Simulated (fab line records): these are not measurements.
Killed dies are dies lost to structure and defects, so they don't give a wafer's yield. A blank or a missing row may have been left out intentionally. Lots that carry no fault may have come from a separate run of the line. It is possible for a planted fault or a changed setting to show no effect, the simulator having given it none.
fab line records | flow sky130
[record] lots = 11 | wafers = 33 | last-day = 50
route steps=708 shown VT_ADJUST_HVTR@135 SONOS_TUNNEL@166 POLY_CUT@315 PAD_OPEN@708
lots that met no fault: from a run of the same line without faults
start-h: hours from the record's first day to the start of the lot's first wafer shown | wait-h: hours from the lot's prior step to this one | " same as the row above | L1.1+2: a row that stands for several wafers | - no value, or no start given | * or withheld: withheld | < > ~ a bound
route shown NAME@n: a module of which the file shows steps, and the number in the route of the first | usual: mean/standard deviation of fault-free wafers | same: alike in all rows | chamber/n: place in a boat | sites: per-site readings | _std_site: standard deviation of those values | _edge_site: mean of outer sites minus mean of inner sites | radius-mm: how far each site lies from the wafer's centre | mask NAME#n: copy n | behind: tool/chamber where the wafer was last shaped | hold: why the lot went on hold/how many hours it stayed there/how the hold came to an end | device: whichever transistor did not switch (one of n, p or np) | end of line: the same wafers' tests at the end of the route | for a step that has no rows: nothing shown but its recipe | killed: at the first sort, the dies lost to defects and structure; wafer yield is something else | map: per-die view of a wafer (x killed, . not killed, _ where there is no die)
set.NAME: the run value of the setting; set.NAME@STEP: its run value at that earlier step | model.NAME: the simulator's own value behind a step, which no gauge read
a sample of lots followed through the steps of the route, with each step as a table and each wafer as a row
services: from which hour (start-h, from the record's first day; less than 0 if before it) a tool's chamber was out of use, for how many hours, and why
[[steps]]
[step SKY_VT_ADJUST_HVTR_EXPOSE_04]
[recipe] mask-id = HVTRM | target-cd-nm = 380 | na = 0.6 | source-shape = conventional | sigma-outer = 0.6 | dose-mj = 150
lot.wafer  | tool             | chamber | start-h | wait-h | mask
L747.4+5+6 | iline-stepper-01 | 0       | 201.14  | -      | HVTRM#0
L750.3+4+6 | iline-stepper-01 | 0       | 229.55  | -      | TUNM#0
L755.1+4+6 | iline-stepper-02 | 0       | 258.27  | -      | HVTRM#0
L758.3+4+6 | iline-stepper-01 | 0       | 285.86  | -      | HVTRM#0
L760.1+2+5 | iline-stepper-01 | 0       | 288.17  | -      | HVTRM#0
L763.1+2+4 | iline-stepper-01 | 0       | 313.42  | -      | HVTRM#0
L764.1+5+6 | iline-stepper-01 | 0       | 331.83  | -      | HVTRM#0
L765.1+3+5 | iline-stepper-01 | 0       | 337.50  | -      | HVTRM#0
L767.1+3+6 | iline-stepper-02 | 0       | 361.78  | -      | HVTRM#0
L768.2+3+6 | iline-stepper-01 | 0       | 364.75  | -      | HVTRM#0
L769.1+2+4 | iline-stepper-02 | 0       | 370.52  | -      | HVTRM#0
[step SKY_VT_ADJUST_HVTR_CD_MEAS_07]
[recipe] target-cd-nm = 380
[usual] cd-nm = 379.0/2.7
lot.wafer | tool      | chamber | start-h | wait-h | cd-nm
L747.4    | cd-sem-01 | -       | 210.75  | 0.1    | 381.8
L747.5    | "         | -       | "       | "      | 380.7
L747.6    | "         | -       | "       | "      | 381.9
L750.3    | cd-sem-01 | -       | 241.47  | 0.1    | -
L750.4    | "         | -       | "       | "      | -
L750.6    | "         | -       | "       | "      | -
L755.1    | cd-sem-01 | -       | 270.24  | 0.1    | 378.9
L755.4    | "         | -       | "       | "      | 380.5
L755.6    | "         | -       | "       | "      | 377.5
L758.3    | cd-sem-01 | -       | 298.78  | 0.1    | 378.2
L758.4    | "         | -       | "       | "      | 380.8
L758.6    | "         | -       | "       | "      | 380.5
L760.1    | cd-sem-02 | -       | 301.20  | 0.1    | 379.4
L760.2    | "         | -       | "       | "      | 376.7
L760.5    | "         | -       | "       | "      | 377.8
L763.1    | cd-sem-02 | -       | 326.75  | 0.1    | 375.3
L763.2    | "         | -       | "       | "      | 374.5
L763.4    | "         | -       | "       | "      | 375.2
L764.1    | cd-sem-02 | -       | 345.49  | 0.1    | 381.4
L764.5    | "         | -       | "       | "      | 382.6
L764.6    | "         | -       | "       | "      | 383.5
L765.1    | cd-sem-02 | -       | 351.53  | 0.1    | 376.3
L765.3    | "         | -       | "       | "      | 376.2
L765.5    | "         | -       | "       | "      | 376.4
L767.1    | cd-sem-02 | -       | 375.59  | 0.1    | 380.0
L767.3    | "         | -       | "       | "      | 376.4
L767.6    | "         | -       | "       | "      | 377.1
L768.2    | cd-sem-02 | -       | 378.05  | 0.1    | 381.7
L768.3    | "         | -       | "       | "      | 383.3
L768.6    | "         | -       | "       | "      | 383.8
L769.1    | cd-sem-02 | -       | 384.84  | 0.1    | 380.3
L769.2    | "         | -       | "       | "      | 384.0
L769.4    | "         | -       | "       | "      | 382.4
[step SKY_VT_ADJUST_HVTR_TW_MEAS_11]
[usual] VT_ADJUST_HVTR_TW = 212.7/1.1
lot.wafer | tool          | chamber | start-h | wait-h | VT_ADJUST_HVTR_TW
L747.4    | film-metro-02 | -       | 211.13  | 0.1    | 212.4
L747.5    | "             | -       | "       | "      | 211.0
L747.6    | "             | -       | "       | "      | 212.5
L750.3    | film-metro-02 | -       | 241.86  | 0.1    | 30.3
L750.4    | "             | -       | "       | "      | 30.2
L750.6    | "             | -       | "       | "      | 30.4
L755.1    | film-metro-04 | -       | 270.65  | 0.1    | 211.9
L755.4    | "             | -       | "       | "      | 212.3
L755.6    | "             | -       | "       | "      | 212.3
L758.3    | film-metro-01 | -       | 299.17  | 0.1    | 214.6
L758.4    | "             | -       | "       | "      | 213.3
L758.6    | "             | -       | "       | "      | 214.1
L760.1    | film-metro-02 | -       | 301.61  | 0.1    | 211.5
L760.2    | "             | -       | "       | "      | 211.5
L760.5    | "             | -       | "       | "      | 211.6
L763.1    | film-metro-04 | -       | 327.16  | 0.1    | 210.6
L763.2    | "             | -       | "       | "      | 211.5
L763.4    | "             | -       | "       | "      | 210.7
L764.1    | film-metro-02 | -       | 345.90  | 0.1    | 213.1
L764.5    | "             | -       | "       | "      | 213.0
L764.6    | "             | -       | "       | "      | 212.8
L765.1    | film-metro-01 | -       | 351.94  | 0.1    | 212.4
L765.3    | "             | -       | "       | "      | 211.8
L765.5    | "             | -       | "       | "      | 213.9
L767.1    | film-metro-01 | -       | 376.00  | 0.1    | 212.7
L767.3    | "             | -       | "       | "      | 213.0
L767.6    | "             | -       | "       | "      | 213.3
L768.2    | film-metro-01 | -       | 378.45  | 0.1    | 213.1
L768.3    | "             | -       | "       | "      | 212.2
L768.6    | "             | -       | "       | "      | 211.7
L769.1    | film-metro-01 | -       | 385.25  | 0.1    | 215.9
L769.2    | "             | -       | "       | "      | 214.6
L769.4    | "             | -       | "       | "      | 215.1
[step SKY_SONOS_TUNNEL_TW_MEAS_12]
[usual] SONOS_TUNNEL_TW = 198.9/0.99
lot.wafer | tool          | chamber | start-h | wait-h | SONOS_TUNNEL_TW
L747.4    | film-metro-03 | -       | 257.03  | 0.0    | 198.8
L747.5    | "             | -       | "       | "      | 198.7
L747.6    | "             | -       | "       | "      | 200.7
L750.3    | film-metro-03 | -       | 289.93  | 0.0    | 252.7
L750.4    | "             | -       | "       | "      | 252.2
L750.6    | "             | -       | "       | "      | 252.3
L755.1    | film-metro-02 | -       | 322.22  | 0.0    | 198.6
L755.4    | "             | -       | "       | "      | 200.1
L755.6    | "             | -       | "       | "      | 198.7
L758.3    | film-metro-03 | -       | 352.99  | 0.0    | 198.3
L758.4    | "             | -       | "       | "      | 197.6
L758.6    | "             | -       | "       | "      | 197.2
L760.1    | film-metro-02 | -       | 355.30  | 0.0    | 198.6
L760.2    | "             | -       | "       | "      | 199.0
L760.5    | "             | -       | "       | "      | 198.3
L763.1    | film-metro-03 | -       | 383.31  | 0.0    | 196.8
L763.2    | "             | -       | "       | "      | 198.9
L763.4    | "             | -       | "       | "      | 197.5
L764.1    | film-metro-02 | -       | 402.45  | 0.0    | 199.6
L764.5    | "             | -       | "       | "      | 198.2
L764.6    | "             | -       | "       | "      | 199.5
L765.1    | film-metro-03 | -       | 408.88  | 0.0    | 197.9
L765.3    | "             | -       | "       | "      | 199.0
L765.5    | "             | -       | "       | "      | 198.4
L767.1    | film-metro-01 | -       | 435.85  | 0.0    | 199.0
L767.3    | "             | -       | "       | "      | 199.2
L767.6    | "             | -       | "       | "      | 201.4
L768.2    | film-metro-02 | -       | 439.01  | 0.0    | 200.0
L768.3    | "             | -       | "       | "      | 198.6
L768.6    | "             | -       | "       | "      | 199.4
L769.1    | film-metro-02 | -       | 446.84  | 0.0    | 200.3
L769.2    | "             | -       | "       | "      | 199.0
L769.4    | "             | -       | "       | "      | 198.2
[step SKY_POLY_CUT_CD_MEAS_08]
[recipe] target-cd-nm = 270
[usual] cd-nm = 270.1/1.3
lot.wafer | tool      | chamber | start-h | wait-h | cd-nm
L747.4    | cd-sem-02 | -       | 567.65  | -      | 269.4
L747.5    | "         | -       | "       | "      | 270.3
L747.6    | "         | -       | "       | "      | 269.7
L750.3    | cd-sem-02 | -       | 600.98  | -      | 269.7
L750.4    | "         | -       | "       | "      | 270.5
L750.6    | "         | -       | "       | "      | 270.4
L755.1    | cd-sem-02 | -       | 644.29  | -      | 271.1
L755.4    | "         | -       | "       | "      | 272.5
L755.6    | "         | -       | "       | "      | 271.9
L758.3    | cd-sem-02 | -       | 668.63  | -      | 272.7
L758.4    | "         | -       | "       | "      | 273.4
L758.6    | "         | -       | "       | "      | 273.1
L760.1    | cd-sem-01 | -       | 676.38  | -      | 272.8
L760.2    | "         | -       | "       | "      | 272.0
L760.5    | "         | -       | "       | "      | 272.2
L763.1    | cd-sem-02 | -       | 700.19  | -      | 268.8
L763.2    | "         | -       | "       | "      | 268.4
L763.4    | "         | -       | "       | "      | 268.9
L764.1    | cd-sem-01 | -       | 717.28  | -      | 270.6
L764.5    | "         | -       | "       | "      | 270.6
L764.6    | "         | -       | "       | "      | 270.2
L765.1    | cd-sem-02 | -       | 721.74  | -      | 270.7
L765.3    | "         | -       | "       | "      | 271.0
L765.5    | "         | -       | "       | "      | 271.5
L767.1    | cd-sem-01 | -       | 744.33  | -      | 270.1
L767.3    | "         | -       | "       | "      | 270.5
L767.6    | "         | -       | "       | "      | 270.8
L768.2    | cd-sem-02 | -       | 752.05  | -      | 269.2
L768.3    | "         | -       | "       | "      | 270.0
L768.6    | "         | -       | "       | "      | 269.4
L769.1    | cd-sem-02 | -       | 759.08  | -      | 268.9
L769.2    | "         | -       | "       | "      | 270.0
L769.4    | "         | -       | "       | "      | 269.8
[step SKY_POLY_CUT_ETCH_10]
[recipe] chemistry = N2/H2 | target = BARC | ion-energy-ev = 200 | source-w = 500 | bias-w = 100 | pressure-mtorr = 30 | n2-flow-sccm = 100 | h2-flow-sccm = 200 | stop-on = SiO2 | time-s = 45.9 | target-depth-a = 600
[usual] drypump-motor-current-A = 5.4/0.41 | oes-product-au = 0.855/0.0053 | throttle-valve-pct = 13.226/0.0092
lot.wafer | tool        | chamber | start-h | wait-h | drypump-motor-current-A | oes-product-au | rf-hours-counter-h | throttle-valve-pct
L747.4    | rie-diel-01 | 2       | 567.75  | 0.0    | 5.7                     | 0.848          | 14                 | 13.227
L747.5    | "           | 1       | "       | "      | 5.1                     | 0.853          | -                  | 13.224
L747.6    | "           | 0       | "       | "      | 5.9                     | 0.853          | -                  | 13.213
L750.3    | rie-diel-01 | 1       | 601.10  | 0.0    | 5.1                     | 0.857          | 38                 | 13.219
L750.4    | "           | 0       | "       | "      | 5.8                     | 0.851          | 73                 | 13.227
L750.6    | "           | 3       | "       | "      | 5.9                     | 0.853          | -                  | 13.220
L755.1    | rie-diel-01 | 0       | 644.45  | 0.0    | 5.8                     | 0.858          | 0                  | 13.196
L755.4    | "           | 2       | "       | "      | 5.8                     | 0.850          | 16                 | 13.226
L755.6    | "           | 1       | "       | "      | 5.1                     | 0.846          | -                  | 13.221
L758.3    | rie-diel-02 | 0       | 668.75  | 0.0    | 5.1                     | 0.855          | 60                 | 13.234
L758.4    | "           | 3       | "       | "      | 5.5                     | 0.849          | -                  | 13.224
L758.6    | "           | 0       | "       | "      | 5.1                     | 0.853          | -                  | 13.225
L760.1    | rie-diel-01 | 2       | 676.54  | 0.0    | 5.8                     | 0.852          | 17                 | 13.221
L760.2    | "           | 3       | "       | "      | 5.9                     | 0.866          | 10                 | 13.214
L760.5    | "           | 0       | "       | "      | 5.8                     | 0.864          | -                  | 13.243
L763.1    | rie-diel-03 | 0       | 700.35  | 0.0    | 4.9                     | 0.847          | 2                  | 13.196
L763.2    | "           | 3       | "       | "      | 5.3                     | 0.866          | 11                 | 13.235
L763.4    | "           | 2       | "       | "      | 5.1                     | 0.856          | 20                 | 13.220
L764.1    | rie-diel-03 | 3       | 717.44  | 0.0    | 5.3                     | 0.855          | 11                 | 13.235
L764.5    | "           | 2       | "       | "      | 5.1                     | 0.852          | -                  | 13.215
L764.6    | "           | 1       | "       | "      | 5.9                     | 0.847          | -                  | 13.225
L765.1    | rie-diel-03 | 1       | 721.90  | 0.0    | 6.0                     | 0.848          | 30                 | 13.230
L765.3    | "           | 2       | "       | "      | 5.1                     | 0.859          | 21                 | 13.247
L765.5    | "           | 0       | "       | "      | 4.8                     | 0.864          | -                  | 13.225
L767.1    | rie-diel-03 | 3       | 744.49  | 0.0    | 5.3                     | 0.866          | 12                 | 13.240
L767.3    | "           | 0       | "       | "      | 4.9                     | 0.865          | 3                  | 13.236
L767.6    | "           | 1       | "       | "      | 5.9                     | 0.866          | -                  | 13.238
L768.2    | rie-diel-03 | 2       | 752.19  | 0.0    | 5.1                     | 0.858          | 21                 | 13.240
L768.3    | "           | 0       | "       | "      | 4.8                     | 0.853          | 3                  | 13.225
L768.6    | "           | 1       | "       | "      | 5.9                     | 0.861          | -                  | 13.222
L769.1    | rie-diel-01 | 2       | 759.24  | 0.0    | 5.8                     | 0.857          | 18                 | 13.225
L769.2    | "           | 1       | "       | "      | 5.1                     | 0.855          | 43                 | 13.221
L769.4    | "           | 3       | "       | "      | 5.9                     | 0.851          | 12                 | 13.218
[step SKY_POLY_CUT_ETCH_11]
[recipe] target = Si3N4 | chemistry = CF4/CH2F2/Ar | stop-on = poly-Si | source-w = 600 | bias-w = 150 | pressure-mtorr = 40 | cf4-flow-sccm = 40 | ch2f2-flow-sccm = 20 | Ar_flow_sccm = 150 | time-s = 42.5 | target-depth-a = 600
[usual] drypump-motor-current-A = 5.4/0.41 | mfc-ar-sccm = 149.9/0.44 | oes-product-au = 0.826/0.0063 | throttle-valve-pct = 14.994/0.0093
lot.wafer | tool        | chamber | start-h | wait-h | drypump-motor-current-A | mfc-ar-sccm | oes-product-au | rf-hours-counter-h | throttle-valve-pct
L747.4    | rie-diel-01 | 2       | 567.79  | 0.0    | 5.8                     | 150.4       | 0.823          | 14                 | 14.996
L747.5    | "           | 1       | "       | "      | 5.1                     | 149.6       | 0.823          | -                  | 14.988
L747.6    | "           | 0       | "       | "      | 5.8                     | 150.6       | 0.825          | -                  | 15.000
L750.3    | rie-diel-01 | 1       | 601.14  | 0.0    | 5.1                     | 149.9       | 0.824          | 38                 | 14.996
L750.4    | "           | 0       | "       | "      | 5.9                     | 150.3       | 0.834          | 73                 | 14.996
L750.6    | "           | 3       | "       | "      | 5.9                     | 149.8       | 0.831          | -                  | 15.003
L755.1    | rie-diel-01 | 0       | 644.49  | 0.0    | 5.9                     | 149.8       | 0.821          | 0                  | 15.004
L755.4    | "           | 2       | "       | "      | 5.8                     | 150.1       | 0.820          | 16                 | 14.973
L755.6    | "           | 1       | "       | "      | 5.1                     | 148.8       | 0.827          | -                  | 14.991
L758.3    | rie-diel-02 | 0       | 668.79  | 0.0    | 5.1                     | 150.4       | 0.832          | 60                 | 15.001
L758.4    | "           | 3       | "       | "      | 5.5                     | 149.7       | 0.838          | -                  | 14.995
L758.6    | "           | 0       | "       | "      | 5.1                     | 150.7       | 0.837          | -                  | 14.999
L760.1    | rie-diel-01 | 2       | 676.58  | 0.0    | 5.8                     | 150.0       | 0.831          | 17                 | 15.015
L760.2    | "           | 3       | "       | "      | 5.9                     | 150.6       | 0.824          | 10                 | 14.991
L760.5    | "           | 0       | "       | "      | 5.8                     | 150.6       | 0.831          | -                  | 14.986
L763.1    | rie-diel-03 | 0       | 700.39  | 0.0    | 4.9                     | 149.8       | 0.831          | 2                  | 15.009
L763.2    | "           | 3       | "       | "      | 5.3                     | 149.4       | 0.832          | 11                 | 14.998
L763.4    | "           | 2       | "       | "      | 5.1                     | 149.9       | 0.828          | 20                 | 14.992
L764.1    | rie-diel-03 | 3       | 717.48  | 0.0    | 5.3                     | 149.6       | 0.824          | 11                 | 14.992
L764.5    | "           | 2       | "       | "      | 5.1                     | 150.3       | 0.817          | -                  | 15.012
L764.6    | "           | 1       | "       | "      | 5.9                     | 150.4       | 0.821          | -                  | 15.002
L765.1    | rie-diel-03 | 1       | 721.94  | 0.0    | 5.9                     | 149.8       | 0.832          | 30                 | 14.980
L765.3    | "           | 2       | "       | "      | 5.1                     | 150.2       | 0.825          | 21                 | 14.984
L765.5    | "           | 0       | "       | "      | 4.9                     | 150.6       | 0.816          | -                  | 15.000
L767.1    | rie-diel-03 | 3       | 744.53  | 0.0    | 5.3                     | 150.0       | 0.831          | 12                 | 14.998
L767.3    | "           | 0       | "       | "      | 4.9                     | 150.3       | 0.827          | 3                  | 15.008
L767.6    | "           | 1       | "       | "      | 5.9                     | 150.1       | 0.826          | -                  | 14.992
L768.2    | rie-diel-03 | 2       | 752.23  | 0.0    | 5.1                     | 149.6       | 0.821          | 21                 | 14.984
L768.3    | "           | 0       | "       | "      | 4.9                     | 150.0       | 0.820          | 3                  | 14.996
L768.6    | "           | 1       | "       | "      | 5.9                     | 150.0       | 0.823          | -                  | 14.984
L769.1    | rie-diel-01 | 2       | 759.28  | 0.0    | 5.8                     | 149.9       | 0.824          | 19                 | 14.986
L769.2    | "           | 1       | "       | "      | 5.0                     | 149.6       | 0.813          | 43                 | 14.994
L769.4    | "           | 3       | "       | "      | 5.9                     | 149.0       | 0.817          | 12                 | 14.976
[step SKY_PAD_OPEN_PROBE_99]
[usual] killed_at_M0_to_M3 = 43/6.4 | killed_at_M4_up = 3.1/2 | killed-at-contacts = 24/5.2 | killed-at-front-end = 15/4.3 | killed-at-other = 0.2/0.48 | killed-dies = 85/9.7 | killed-on-rim = 17/4.2 | killed-open = 47/6.9 | killed-short = 38/6.7
[same] gross-dies = 492 | killed-at-back-side = 0
lot.wafer | tool      | chamber | start-h | wait-h | killed_at_M0_to_M3 | killed_at_M4_up | killed-at-contacts | killed-at-front-end | killed-at-other | killed-dies | killed-on-rim | killed-open | killed-short
L750.3    | prober-02 | -       | 1110.25 | 0.2    | 46                 | 4               | 23                 | 419                 | 0               | 492         | 96            | 50          | 34
L750.4    | prober-02 | -       | 1110.30 | 0.2    | 53                 | 3               | 25                 | 411                 | 0               | 492         | 96            | 54          | 41
L750.6    | prober-02 | -       | 1110.40 | 0.2    | 44                 | 0               | 25                 | 423                 | 0               | 492         | 96            | 53          | 39
L758.3    | prober-02 | -       | 1158.04 | 0.2    | 42                 | 8               | 24                 | 17                  | 0               | 91          | 18            | 45          | 46
L758.4    | prober-02 | -       | 1158.09 | 0.2    | 52                 | 3               | 18                 | 14                  | 2               | 89          | 22            | 50          | 39
L758.6    | prober-02 | -       | 1158.19 | 0.2    | 57                 | 5               | 19                 | 11                  | 0               | 92          | 18            | 55          | 37
L764.1    | prober-02 | -       | 1187.96 | 0.1    | 38                 | 1               | 23                 | 10                  | 0               | 72          | 14            | 38          | 34
L764.5    | prober-02 | -       | 1188.16 | 0.2    | 53                 | 1               | 24                 | 15                  | 1               | 94          | 17            | 47          | 47
L764.6    | prober-02 | -       | 1188.21 | 0.2    | 36                 | 4               | 27                 | 13                  | 0               | 80          | 14            | 52          | 28
// killed by level:class
L750.3 VT_ADJUST_HVTR:area-expose=408 CONTACT:geometric-particle:open=13 VIA1:geometric-particle:open=9 VIA3:geometric-particle:open=9 METAL1:geometric-particle:short=8 FIELD_ISO:geometric-particle:open=5 VIA2:geometric-particle:open=5 METAL2:geometric-particle:short=4
L750.4 VT_ADJUST_HVTR:area-expose=397 VIA1:geometric-particle:open=16 VIA2:geometric-particle:open=8 FIELD_ISO:geometric-particle:short=6 LI_CONTACT:geometric-particle:open=6 CONTACT:geometric-particle:open=6 METAL3:geometric-particle:short=6 CONTACT:geometric-particle:short=5
L750.6 VT_ADJUST_HVTR:area-expose=400 VIA1:geometric-particle:open=10 POLY_GATE:geometric-particle:open=7 LOCAL_INTERCONNECT:geometric-particle:short=7 CONTACT:geometric-particle:open=7 LI_CONTACT:geometric-particle:open=5 VIA2:geometric-particle:open=5 VIA3:geometric-particle:open=5
L758.3 CONTACT:geometric-particle:open=11 VIA1:geometric-particle:open=10 METAL4:geometric-particle:short=7 LI_CONTACT:geometric-particle:open=6 POLY_GATE:geometric-particle:short=5 METAL2:geometric-particle:short=5 VIA2:geometric-particle:open=5 POLY_GATE:geometric-particle:open=4
L758.4 VIA1:geometric-particle:open=14 VIA2:geometric-particle:open=8 LI_CONTACT:geometric-particle:open=7 METAL1:geometric-particle:short=5 METAL2:geometric-particle:short=5 VIA2:geometric-particle:short=5 FIELD_ISO:geometric-particle:short=4 CONTACT:geometric-particle:open=4
L758.6 VIA1:geometric-particle:open=18 VIA2:geometric-particle:open=13 CONTACT:geometric-particle:open=9 VIA1:geometric-particle:short=6 METAL2:geometric-particle:short=5 METAL4:geometric-particle:short=5 LI_CONTACT:geometric-particle:short=4 FIELD_ISO:geometric-particle:open=3
L764.1 VIA1:geometric-particle:open=10 VIA3:geometric-particle:open=8 CONTACT:geometric-particle:open=7 FIELD_ISO:geometric-particle:short=5 METAL1:geometric-particle:short=5 LI_CONTACT:geometric-particle:open=5 METAL2:geometric-particle:short=4 LOCAL_INTERCONNECT:geometric-particle:short=4
L764.5 VIA1:geometric-particle:open=13 METAL2:geometric-particle:short=13 LOCAL_INTERCONNECT:geometric-particle:short=9 VIA2:geometric-particle:open=7 FIELD_ISO:geometric-particle:short=5 CONTACT:geometric-particle:open=5 CONTACT:geometric-particle:short=4 VIA3:geometric-particle:open=4
L764.6 CONTACT:geometric-particle:open=11 VIA1:geometric-particle:open=10 LI_CONTACT:geometric-particle:open=7 VIA2:geometric-particle:open=7 VIA3:geometric-particle:short=5 POLY_GATE:geometric-particle:open=4 FIELD_ISO:geometric-particle:short=3 FIELD_ISO:geometric-particle:open=3
[[services]]
tool             | chamber | start-h | hours | kind
iline-stepper-02 | -       | 199.75  | 4.3   | pm
rie-diel-01      | -       | 217.52  | 2.8   | pm
iline-stepper-01 | -       | 232.75  | 8.9   | pm
rie-diel-03      | -       | 273.49  | 28.1  | pm
rie-diel-01      | 1       | 282.25  | 13.5  | repair
rie-diel-03      | 2       | 321.71  | 5.3   | repair
rie-diel-03      | 2       | 336.38  | 14.3  | repair
iline-stepper-01 | -       | 341.95  | 1.7   | pm
iline-stepper-01 | -       | 351.97  | 2.1   | pm
rie-diel-01      | 0       | 372.36  | 3.3   | repair
rie-diel-03      | 2       | 423.84  | 5.1   | repair
iline-stepper-01 | -       | 452.74  | 4.4   | pm
rie-diel-01      | 3       | 536.87  | 5.9   | repair
iline-stepper-01 | -       | 560.13  | 1.7   | pm
rie-diel-01      | -       | 562.21  | 2.4   | repair
iline-stepper-01 | -       | 576.82  | 2.4   | repair
rie-diel-01      | 3       | 584.44  | 4.2   | repair
rie-diel-01      | 0       | 596.12  | 3.9   | repair
rie-diel-03      | 3       | 664.73  | 7.0   | repair
rie-diel-03      | -       | 696.78  | 0.4   | repair
rie-diel-01      | 2       | 713.40  | 5.1   | repair
iline-stepper-01 | -       | 720.20  | 0.7   | repair
rie-diel-03      | 3       | 731.95  | 4.3   | repair
iline-stepper-01 | -       | 733.87  | 1.8   | repair
[[key]]
[first-sign] step = SKY_VT_ADJUST_HVTR_EXPOSE_04 | reading = mask | direction = changed
[effect] step = SKY_VT_ADJUST_HVTR_CD_MEAS_07 | reading = cd-nm | direction = missing
[effect] step = SKY_VT_ADJUST_HVTR_TW_MEAS_11 | reading = VT_ADJUST_HVTR_TW | direction = down | sigmas = 99+ | usual = 212.7 | struck = 30.3
[effect] step = SKY_SONOS_TUNNEL_TW_MEAS_12 | reading = SONOS_TUNNEL_TW | direction = up | sigmas = 54 | usual = 198.9 | struck = 252.4
[effect] step = SKY_PAD_OPEN_PROBE_99 | reading = killed-at-front-end | direction = up | sigmas = 93 | usual = 15 | struck = 418
[more-kills-born-at] SKY_VT_ADJUST_HVTR_EXPOSE_04@iline-stepper-01 = 1205
met-at SKY_VT_ADJUST_HVTR_EXPOSE_04
struck-lots L750
tester-left-out L750
not-acting-at SKY_POLY_CUT_CD_MEAS_08,SKY_POLY_CUT_ETCH_10,SKY_POLY_CUT_ETCH_11
onset-between 201.14 229.55
[fault] kind = wrong-mask | tool = any | chamber = - | onset-h = 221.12 | steps = SKY_VT_ADJUST_HVTR_EXPOSE_04 | aux-copy = TUNM#0 | scope = struck-lots-only
// tester-left-out: of these lots the tester's yield and bins aren't shown, on N5 and GAA mostly nor the transistor test; their killed dies are dies lost to structure and defects alone, not to doping, threshold or leakage, so they don't give the yield
